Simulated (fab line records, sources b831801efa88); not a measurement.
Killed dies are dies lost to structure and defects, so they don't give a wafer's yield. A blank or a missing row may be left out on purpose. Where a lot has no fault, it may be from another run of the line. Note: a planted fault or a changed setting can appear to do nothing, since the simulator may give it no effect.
Which tool is to blame?    flow sky130    42 wafers from 14 lots sampled at 6 of the route's 708 steps

## WHAT THE GAUGES SHOWED, per wafer
SKY_FIELD_ISO_THK_MEAS_04. Usual: FIELD_ISO_CVD_03_THK typically reads 164.7 nm, with standard deviation 1.5.
lot   measured     on             FIELD_ISO_CVD_03_THK (nm)  flag
L906  day 1 14:44  film_metro-03  167.4 165.5 166.5          
L907  day 1 18:55  film_metro-03  164.0 163.5 164.2          
L908  day 2 00:21  film_metro-01  167.3 166.9 167.3          
L909  day 2 04:31  film_metro-01  165.2 165.0 164.9          
L910  day 2 09:37  film_metro-03  164.2 163.5 165.2          
L912  day 2 19:33  film_metro-01  162.8 163.0 162.7          
L913  day 3 01:44  film_metro-01  166.2 164.3 164.6          
L914  day 3 06:35  film_metro-03  164.1 164.0 163.9          
L917  day 3 21:21  film_metro-04  165.5 165.8 164.2          
L920  day 4 13:10  film_metro-04  160.9 162.6 161.4          
L925  day 5 15:20  film_metro-01  165.1 165.1 166.4          
L926  day 5 20:44  film_metro-01  164.6 163.9 165.2          
L927  day 6 01:05  film_metro-03  166.3 166.5 166.6          
L929  day 6 08:41  film_metro-04  164.1 164.6 162.9          

SKY_VT_ADJUST_NCORE_CD_MEAS_07: target cd 380 nm. Usual: cd_nm reads 380.3 nm (standard deviation 2.6).
lot   measured      on         cd_nm (nm)         flag
L906  day 8 14:01   cd_sem-02  380.7 381.0 379.8  
L907  day 8 19:49   cd_sem-02  379.9 379.8 379.8  
L908  day 9 01:10   cd_sem-02  375.9 377.7 375.0  
L909  day 9 04:44   cd_sem-01  378.6 379.1 378.4  
L910  day 9 15:22   cd_sem-01  377.8 377.5 378.1  
L912  day 10 07:43  cd_sem-02  380.1 380.4 378.5  
L913  day 10 17:25  cd_sem-01  377.0 377.0 377.0  
L914  day 10 22:51  cd_sem-02  381.0 383.5 383.1  
L917  day 11 21:28  cd_sem-02  383.5 381.5 381.5  
L920  day 12 18:14  cd_sem-02  379.4 381.1 379.3  
L925  day 14 07:38  cd_sem-02  - - -              OFF
L926  day 14 13:25  cd_sem-02  - - -              OFF
L927  day 14 20:34  cd_sem-02  378.3 377.3 377.9  
L929  day 15 05:49  cd_sem-01  379.7 381.0 379.4  

SKY_VT_ADJUST_HVTR_TW_MEAS_11. Usual: VT_ADJUST_HVTR_TW typically reads 210.7, with standard deviation 1.8.
lot   measured      on             VT_ADJUST_HVTR_TW  flag
L906  day 9 11:47   film_metro-01  212.6 212.2 211.5  
L907  day 9 18:32   film_metro-03  209.7 209.5 209.8  
L908  day 9 23:34   film_metro-03  209.7 209.3 210.9  
L909  day 10 03:26  film_metro-02  212.4 212.9 211.8  
L910  day 10 14:05  film_metro-02  211.8 211.4 211.6  
L912  day 11 07:01  film_metro-02  210.7 210.6 210.6  
L913  day 11 17:11  film_metro-01  210.9 211.9 210.1  
L914  day 11 23:52  film_metro-02  211.4 210.4 211.0  
L917  day 12 22:16  film_metro-03  206.0 207.5 206.4  
L920  day 13 20:25  film_metro-01  210.9 211.3 212.0  
L925  day 15 11:21  film_metro-02  264.3 262.3 263.2  OFF
L926  day 15 17:07  film_metro-01  264.0 264.1 262.2  OFF
L927  day 16 01:01  film_metro-03  208.8 207.2 205.9  
L929  day 16 09:37  film_metro-01  211.8 212.0 213.1  

SKY_VT_ADJUST_PCH_TW_MEAS_10. Usual: VT_ADJUST_PCH_TW typically reads 142.9, with standard deviation 0.73.
lot   measured      on             VT_ADJUST_PCH_TW   flag
L906  day 10 10:31  film_metro-04  143.3 142.6 143.5  
L907  day 10 16:37  film_metro-02  143.9 143.3 143.1  
L908  day 10 22:50  film_metro-01  143.2 143.5 142.5  
L909  day 11 01:49  film_metro-01  143.0 143.4 142.9  
L910  day 11 12:46  film_metro-02  142.8 141.8 142.4  
L912  day 12 07:16  film_metro-04  143.8 142.5 144.0  
L913  day 12 17:20  film_metro-02  142.4 142.6 142.5  
L914  day 13 00:26  film_metro-02  143.8 142.3 143.0  
L917  day 13 23:56  film_metro-02  143.8 142.0 142.7  
L920  day 14 21:14  film_metro-02  142.1 141.9 142.5  
L925  day 16 15:14  film_metro-04  231.1 231.4 232.0  OFF
L926  day 16 20:32  film_metro-02  229.0 229.7 228.1  OFF
L927  day 17 05:16  film_metro-02  141.7 143.0 142.4  
L929  day 17 14:19  film_metro-04  143.1 142.9 143.6  

SKY_SD_N_TW_MEAS_12. Usual: SD_N_TW typically reads 3995, with standard deviation 32.
lot   measured      on             SD_N_TW         flag
L906  day 27 11:22  film_metro-04  4016 4005 4012  
L907  day 27 22:47  film_metro-02  3996 3983 3979  
L908  day 28 04:16  film_metro-02  3924 3942 3958  
L909  day 28 13:17  film_metro-04  4017 4033 4030  
L910  day 29 00:43  film_metro-02  3950 3970 3982  
L912  day 30 20:02  film_metro-02  3960 3964 3978  
L913  day 30 23:34  film_metro-02  3978 3965 3978  
L914  day 30 17:52  film_metro-04  3993 3980 3980  
L917  day 31 21:08  film_metro-04  4002 3976 3999  
L920  day 32 21:16  film_metro-04  3999 3974 3982  
L925  day 34 13:08  film_metro-02  3949 3975 3951  
L926  day 34 19:17  film_metro-04  4038 4025 4034  
L927  day 35 02:17  film_metro-01  4036 4047 4044  
L929  day 35 06:13  film_metro-02  3950 3960 3968  

## WHAT TOOL EACH LOT RAN ON (gives the tool, then ch and the chambers of the sampled wafers, and finally the start)
lot   SKY_VT_ADJUST_NCORE_COAT_02
L906  litho_track-02 ch 0, day 8 03:28
L907  litho_track-02 ch 0, day 8 09:58
L908  litho_track-01 ch 0, day 8 14:35
L909  litho_track-01 ch 0, day 8 17:59
L910  litho_track-02 ch 0, day 9 04:07
L912  litho_track-01 ch 0, day 9 20:40
L913  litho_track-03 ch 0, day 10 06:08
L914  litho_track-01 ch 0, day 10 11:32
L917  litho_track-01 ch 0, day 11 08:46
L920  litho_track-02 ch 0, day 12 06:24
L925  litho_track-01, day 13 20:23
L926  litho_track-01, day 14 01:40
L927  litho_track-01 ch 0, day 14 07:22
L929  litho_track-02 ch 0, day 14 15:40
- SKY_VT_ADJUST_NCORE_COAT_02: resist thk 1140 nm.

## AS READ BY THE TOOLS THEMSELVES (means over the sampled wafers that have a number; for cases with no such wafer, the mark the record gives instead)
SKY_VT_ADJUST_NCORE_COAT_02. Usual: chill_plate_temp_C 23.02 C, standard deviation 0.12; dispense_pressure_kPa 53.1 kPa, standard deviation 2.6.
lot   tool            chill_plate_temp_C (C)  dispense_pressure_kPa (kPa)  flag
L906  litho_track-02  23.14                   50.6                         
L907  litho_track-02  22.99                   50.7                         
L908  litho_track-01  23.23                   55.9                         
L909  litho_track-01  23.29                   55.9                         
L910  litho_track-02  23.05                   50.6                         
L912  litho_track-01  23.00                   55.9                         
L913  litho_track-03  22.98                   51.2                         
L914  litho_track-01  22.87                   55.9                         
L917  litho_track-01  23.01                   55.9                         
L920  litho_track-02  22.99                   50.6                         
L925  litho_track-01  -                       -                            OFF
L926  litho_track-01  -                       -                            OFF
L927  litho_track-01  23.10                   55.9                         
L929  litho_track-02  22.98                   50.7                         

## THE ANSWER, worked out from the rows above alone
Rule: a lot counts as off when the mean over its wafers that have a number is more than 3 standard deviations away from the usual mean. A lot without any number at a reading at which 4 lots or more have one is off too. All remaining lots with rows at the step are treated as sound. First the gauges in route order, then the tools' own readings, where a lot's mean is used as printed above. The first step at which some lot is off is used, and at that step the reading that is off furthest; a lot without a number counts as furthest.
Off: L925, L926 (SKY_VT_ADJUST_NCORE_CD_MEAS_07, cd_nm). Without a number there: L925, L926.
A tool fits if, at a process step before that reading, it ran every lot that is off, and no sound lot after the first of them. Not tried: the gauges at SKY_VT_ADJUST_NCORE_CD_MEAS_07; whatever is off there is also off at SKY_VT_ADJUST_HVTR_TW_MEAS_11, on other tools, and gauge error can't account for it. Of those tried, none fits.

## WHAT WAS PUT IN BY THE SIMULATOR
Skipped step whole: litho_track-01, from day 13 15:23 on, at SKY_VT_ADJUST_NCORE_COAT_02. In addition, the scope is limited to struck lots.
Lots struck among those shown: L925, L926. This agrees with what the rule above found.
